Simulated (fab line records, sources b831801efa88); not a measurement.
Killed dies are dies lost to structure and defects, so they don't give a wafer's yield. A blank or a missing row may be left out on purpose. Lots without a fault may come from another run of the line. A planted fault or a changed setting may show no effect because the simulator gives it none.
Chamber matching | flow sky130 | SKY_VIA2_ETCH_15 on rie_diel-04: 4 sister chambers
The step etches SiO2 in C4F8/O2/Ar, stops on TiN, target depth 546 nm, time 84 s. 7 wafers are shown with their chamber, then 10 later ones without.

WAFERS WITH THEIR CHAMBER
wafer  | chamber | oes_product_au (a.u.)
L081.5 | 2       | 0.941
L085.5 | 0       | 0.928
L086.1 | 0       | 0.940
L086.3 | 1       | 0.943
L086.4 | 3       | 0.933
L088.1 | 3       | 0.938
L088.3 | 1       | 0.947

WAFERS WITHOUT THEIR CHAMBER
wafer  | oes_product_au (a.u.)
L088.4 | 0.941
L090.2 | 0.939
L090.3 | 0.936
L090.5 | 0.942
L092.1 | 0.940
L092.3 | 0.931
L092.5 | 0.948
L095.2 | 0.946
L095.4 | 0.934
L095.6 | 0.932

WHICH CHAMBER EACH WENT THROUGH
wafer  | from the rows above               | in truth
L088.4 | can't be placed: 2 or 1 or 3 or 0 | 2
L090.2 | can't be placed: 2 or 3 or 0 or 1 | 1
L090.3 | can't be placed: 3 or 0 or 2 or 1 | 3
L090.5 | can't be placed: 2 or 1 or 3 or 0 | 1
L092.1 | can't be placed: 2 or 3 or 1 or 0 | 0
L092.3 | can't be placed: 0 or 3 or 2 or 1 | 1
L092.5 | can't be placed: 1 or 2 or 3 or 0 | 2
L095.2 | can't be placed: 1 or 2 or 3 or 0 | 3
L095.4 | can't be placed: 0 or 3 or 2 or 1 | 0
L095.6 | can't be placed: 0 or 3 or 2 or 1 | 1
Placed correctly: 0 of 10. Can't be placed from these rows: 10 (the true chamber is among the candidates in 10). Placed wrongly: 0.
How it was worked out, from the rows above alone: a wafer's distance from a chamber is the root of the sum, over the readings, of the square of ((its reading less the chamber's mean) divided by the reading's scatter). The wafer belongs to the nearest chamber; if the next one is less than 2 further off, it can't be placed. A chamber's mean is the mean of its shown wafers. The scatter: the root of (the sum of the squares of (reading less its chamber's mean) over the shown wafers, divided by (wafers less chambers)).
